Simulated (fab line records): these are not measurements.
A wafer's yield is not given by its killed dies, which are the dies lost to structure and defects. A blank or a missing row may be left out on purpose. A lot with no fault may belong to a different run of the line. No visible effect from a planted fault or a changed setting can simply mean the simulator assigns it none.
The tool behind it: which one? ; flow gf180mcu ; 6 lots (18 wafers sampled), 1 step of a 602-step route

== WHAT EACH GAUGE READ, for each wafer ==
GF_NSD_TW_MEAS_12.
lot;measured;on;NSD_TW
L470;day 14 14:04;filmMetro-04;4232 4207 4229
L472;day 15 08:00;filmMetro-04;4214 4234 4252
L476;day 17 00:06;filmMetro-04;4247 4240 4238
L478;day 17 10:52;filmMetro-01;4214 4199 4239
L484;day 19 23:47;filmMetro-03;4212 4247 4212
L487;day 20 23:49;filmMetro-04;4219 4227 4229

== EACH LOT AND THE TOOL THAT RAN IT (in order: tool; ch and the chambers of the sampled wafers; start) ==
The record holds no process step before these readings.

== THE ANSWER, worked out from the rows above alone ==
Rule: the usual values come from the lots themselves. Put in order of their means at a reading, lots are off if they are a third of the lots or fewer, leave a main group of 4 or more, and stand apart from it by a gap of 3 or more times the standard deviation of the main group's means; of several such gaps the widest counts. A main group whose means are all the same, to the digits that the tables above print for the reading, isn't used. A lot without any number at a reading at which 4 lots or more have one is off too. Where the step has rows for the other lots, those lots are counted as sound.
None of the lots is off at any reading shown; this tells nothing.

== WHAT THE SIMULATOR HAD INSERTED ==
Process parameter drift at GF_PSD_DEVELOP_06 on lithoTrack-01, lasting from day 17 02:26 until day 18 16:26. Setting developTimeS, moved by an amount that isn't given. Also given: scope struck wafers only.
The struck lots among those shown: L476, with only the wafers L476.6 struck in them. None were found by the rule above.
